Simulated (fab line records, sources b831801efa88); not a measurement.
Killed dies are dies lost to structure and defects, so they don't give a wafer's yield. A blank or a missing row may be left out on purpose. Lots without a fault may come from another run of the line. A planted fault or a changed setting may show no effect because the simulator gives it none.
A struck lot beside a sound one | flow sky130 | 18 steps out of a route of 708
Sound: wafers L326.3, L326.4, L326.6. Struck: wafers L345.2, L345.3, L345.5. The cause comes at the end.
At each step with rows: each side's tool, then ch and its chambers, then its first start. Under that, the readings that differ: sound wafers | struck wafers | difference of the means | sigmas: that difference in standard deviations of wafers without a fault.
alike: readings whose means differ by less than 2 such deviations, and words and numbers that are the same on both sides. not compared: withheld readings, readings that some wafer has no value for, bounds like >300 that may hide the same value, and numbers for which the record gives no deviation and whose values overlap.
The two part at a step that has a row with sigmas, a row that says differs or no value, or rows on one side only. Numbers that don't overlap but have no deviation are shown without sigmas and don't part them. A reading that every wafer of one side lacks parts them only if that side has two wafers or more.

first, 2 steps without rows for these wafers: SKY_METAL2_CLEAN_23 (cleans in O3/DIW); SKY_VIA2_HDPCVD_00 (deposits SiO2, target thk 1180 nm, time 196.7 s).
SKY_VIA2_THK_MEAS_01:
  sound on film_metro-02, day 36 02:35; struck on film_metro-04, day 41 21:58
  alike: VIA2_HDPCVD_THK
SKY_VIA2_CMP_02: polishes SiO2.
  sound on cmp-02 ch 0,1, day 36 02:40; struck on cmp-01 ch 0,1,2, day 41 22:09
  alike: edge_zone_pressure_frac, motor_current_A
SKY_VIA2_BOW_MEAS_03:
  sound on film_metro-04, day 36 02:59; struck on film_metro-04, day 41 22:22
  alike: VIA2_BOW
then, 7 steps without rows for these wafers: SKY_VIA2_DEHYDRATE_04 (time 60 s); SKY_VIA2_HMDS_05 (prime time 60 s); SKY_VIA2_COAT_06 (resist thk 60 nm); SKY_VIA2_COAT_07 (resist thk 450 nm); SKY_VIA2_SOFTBAKE_08 (time 90 s); SKY_VIA2_EXPOSE_09 (exposes mask VIM2, target cd 200 nm); SKY_VIA2_PEB_10.
SKY_VIA2_DEVELOP_11: develop time 60 s.
  sound on litho_track-04 ch 0, day 37 04:00; struck on litho_track-04 ch 0, day 42 21:00
  alike: chill_plate_temp_C
SKY_VIA2_CD_MEAS_12: target cd 200 nm.
  sound on cd_sem-02, day 37 04:32; struck on cd_sem-02, day 42 21:13
  alike: cd_nm
SKY_VIA2_OVL_MEAS_13:
  sound on overlay-02, day 37 04:37; struck on overlay-02, day 42 21:19
  alike: VIA2_OVL
SKY_VIA2_ETCH_14: etches BARC in N2/H2, stops on SiO2, time 45.9 s, target depth 60 nm.
  sound on rie_diel-04 ch 0,1,3, day 37 04:39; struck on rie_diel-03 ch 2,3, day 42 21:21
  reading               | sound             | struck            | difference | sigmas
  model.VIA2.cd_nm (nm) | 199.4 200.1 199.4 | 198.5 198.6 198.5 | -1.1       |
  alike: drypump_motor_current_A, oes_product_au, throttle_valve_pct
  not compared: rf_hours_counter_h
SKY_VIA2_ETCH_15: etches SiO2 in C4F8/O2/Ar, stops on TiN, target depth 546 nm, time 84 s.
  sound on rie_diel-04 ch 0,1,3, day 37 04:41; struck on rie_diel-03 ch 2,3, day 42 21:23
  alike: oes_product_au
  not compared: rf_hours_counter_h
-- the record jumps here: 8 days lie between the struck wafers' starts before and after (it left off in module VIA2 and takes up again in module PAD_OPEN, whose first step shown is number 708 of the route) --
SKY_PAD_OPEN_PROBE_99:
  sound on prober-02, day 46 13:46; struck on prober-01, day 50 19:12
  alike: defect_limited_yield, killed_at_M0_to_M3, killed_at_M4_up, killed_at_contacts, killed_at_front_end, killed_at_other, killed_dies, killed_open, killed_short, sort_bin_3_pad_short, sort_bin_5_function, sort_bin_6_memory, sort_n_pass, sort_yield_pct

WHERE THEY PART
Nowhere in this record.

WHY: what the simulator had put in
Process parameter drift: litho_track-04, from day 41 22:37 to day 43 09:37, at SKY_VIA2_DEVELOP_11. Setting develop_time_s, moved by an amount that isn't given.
